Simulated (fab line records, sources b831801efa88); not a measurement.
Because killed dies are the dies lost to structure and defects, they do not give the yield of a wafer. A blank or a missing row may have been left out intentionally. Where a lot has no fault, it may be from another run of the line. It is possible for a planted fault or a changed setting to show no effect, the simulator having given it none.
Problem report, 8D (eight disciplines) form, completed by code	flow gf180mcu	the parts of the form that need people (team, actions taken, sign-off) are left out

== 1. THE ISSUE ==
runLengthS at GF_STI_ETCH_14 reads a mean of 137.7 s on 3 wafers of 3 lots; wafers without a fault read 131.1 s with a standard deviation of 0.5. Relative to the usual mean, that is a shift of +13 standard deviations.
The step: etches Si in HBr/Cl2/O2, target depth 360 nm, time 102.9 s.
Earliest sighting: wafer L862.3 on rieSi-02 at day 3 17:25. The record has a number at this step for 38 wafers belonging to 13 lots. Rule for "out" (also "out of limits"): further than 4 standard deviations from the usual mean. The other wafers with a number count as sound.

== 2. WHAT IT IS, AND WHAT IT ISN'T ==
question	is	is not
which readings at this step	runLengthS	HBr_flow_sccm, drypumpMotorCurrentA, oesProductAu, rfFwdPowerW, throttleValvePct
which lots	L862, L863, L867	L855, L856, L857, L860, L861, L865, L875, L876, L877, L878
which wafers of those lots	L862.3, L863.5, L867.3	L862.2, L862.4, L863.4, L863.6, L867.1
read on which tools	rieSi-02	rieSi-01
when	from day 3 17:25	up to then (17 sound wafers); but 18 sound wafers of L863, L865, L867, L875, L876, L877, L878 came after

== 3. SUSPECTS, AND WHAT RULES EACH OUT ==
Counting: a tool at a process step up to the reading stays a suspect if it ran every lot that is out. Sound lots after the first of them don't rule it out here, since some wafers of a struck lot are sound.
- rieSi-02 at GF_STI_ETCH_14 (etches Si in HBr/Cl2/O2, target depth 360 nm, time 102.9 s): kept. It processed each lot that is out (first: L862, day 3 17:25); up to then, its last sound lot is L861 (day 3 09:00). On those wafers its own readings are out: runLengthS.
Left after counting: rieSi-02 at GF_STI_ETCH_14.

== 4. THE CAUSE (what the simulator had put in) ==
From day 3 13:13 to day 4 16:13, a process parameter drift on rieSi-02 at GF_STI_ETCH_14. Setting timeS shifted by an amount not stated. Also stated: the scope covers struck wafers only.
This tool alone remained once counting was done.

== 5. THE EFFECT CHAIN, in route order ==
Each row: a reading whose mean over the struck wafers that have a number lies more than 3 standard deviations from the usual. Readings are gone through only where the record gives a usual standard deviation; hours: the median, over the lots, of the time from a lot's start at the first step in this table giving one to that lot's start at this step; sigmas: the change measured in usual standard deviations.
hours	step	reading	usual	on struck wafers	change	sigmas
0	GF_STI_ETCH_14	runLengthS	131.1 s	137.7	+6.6	+13
The process steps in it:
- GF_STI_ETCH_14: etches Si in HBr/Cl2/O2, target depth 360 nm, time 102.9 s.
Later steps that measure or inspect, where all struck wafers having a row at the step show a number for every such reading and not one has moved that far: GF_STI_THK_MEAS_22, GF_MVPSD_TW_MEAS_11.

== 6. HOW IT WOULD HAVE BEEN CAUGHT EARLIER ==
First out-of-limits reading in this record: day 3 17:25, which is 4 hours after fault onset at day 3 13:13.
